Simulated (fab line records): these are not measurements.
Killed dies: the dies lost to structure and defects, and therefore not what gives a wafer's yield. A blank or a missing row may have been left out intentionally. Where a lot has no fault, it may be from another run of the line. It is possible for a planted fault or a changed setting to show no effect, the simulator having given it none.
Struck lot and sound lot, side by side -- flow sky130 -- 15 out of 708 route steps
Sound: wafers L316.1, L316.4, L316.6. Wafers struck: L324.3, L324.5, L324.6. The cause is named last.
Per side, at each step with rows, come the tool, then ch with its chambers, and then its first start. Under that, the readings that differ: sound wafers -- struck wafers -- difference of the means -- sigmas: that difference in standard deviations of wafers without a fault.
alike: same words and numbers on both sides, and readings whose means sit less than 2 such deviations apart. not compared: any withheld reading, any reading some wafer has no value for, any bound like >300 that may hide the same value, and any number with overlapping values for which the record gives no deviation.
The two part at a step that has a row with sigmas, a row that says differs or no value, or rows on one side only. Numbers that don't overlap but have no deviation are shown without sigmas and don't part them. Lack of a reading on every wafer of one side parts them only where that side has two or more wafers.

first, 2 steps without rows for these wafers: SKY_GATE_OXIDE_IMPLANT_11; SKY_GATE_OXIDE_WET_ETCH_12 (etches SiO2 in dHF, target depth 16.8 nm, time 336 s).
SKY_GATE_OXIDE_STRIP_13: strips in O2/N2.
  sound on plasma-asher-02 ch 0,1, day 13 23:34; struck on plasma-asher-01 ch 0,1, day 16 12:55
reading,sound,struck,difference,sigmas
strip-time-to-endpoint-s (s),14.14 14.10 14.12,14.25 14.21 14.25,+0.12,+2
  alike: drypump-motor-current-A, oes-product-au
  not compared: rf-hours-counter-h
SKY_GATE_OXIDE_TW_MEAS_14:
  sound on film-metro-01 at day 13 23:40; struck on film-metro-04 at day 16 13:00
reading,sound,struck,difference,sigmas
GATE_OXIDE_TW,221 222 221,229 231 230,+9,+2
then, 3 steps without rows for these wafers: SKY_GATE_OXIDE_CLEAN_15 (cleans in SC1/SC2, time 150 s); SKY_GATE_OXIDE_OXIDATION_16 (stabilise 600 s, purge 300 s, target thk 3.57 nm); SKY_POLY_GATE_CVD_00 (deposits poly-Si, target thk 180 nm, time 720 s).
SKY_POLY_GATE_THK_MEAS_01:
  sound on film-metro-02 at day 14 02:56; struck on film-metro-01 at day 16 15:50
reading,sound,struck,difference,sigmas
POLY_GATE_CVD_00_THK (nm),177.6 177.7 178.8,182.4 184.2 182.6,+5.0,+3
then, 4 steps without rows for these wafers: SKY_RES_PROTECT_DEHYDRATE_00 (time 60 s); SKY_RES_PROTECT_HMDS_01 (prime time 60 s); SKY_RES_PROTECT_COAT_02 (resist thk 1140 nm); SKY_RES_PROTECT_SOFTBAKE_03 (time 60 s).
SKY_RES_PROTECT_EXPOSE_04: exposes mask RPM, target cd 1270 nm.
  sound on iline-stepper-02 ch 0, day 14 16:20; struck on iline-stepper-02 ch 0, day 17 06:17
reading,sound,struck,difference,sigmas
model.RES_PROTECT.overlay-x-nm (nm),-1.61 -1.61 -1.61,-131.3 -131.3 -131.3,-129.7,
  alike: mask, stage-vel-mm-s
then, 2 steps without rows for these wafers: SKY_RES_PROTECT_PEB_05; SKY_PAD_OPEN_PROBE_99.

## WHERE THEY PART
At SKY_GATE_OXIDE_STRIP_13 first; at SKY_POLY_GATE_THK_MEAS_01 last (within this record only). Later steps at which nothing parts them and some readings are alike: SKY_RES_PROTECT_EXPOSE_04.

WHY: what the simulator had put in
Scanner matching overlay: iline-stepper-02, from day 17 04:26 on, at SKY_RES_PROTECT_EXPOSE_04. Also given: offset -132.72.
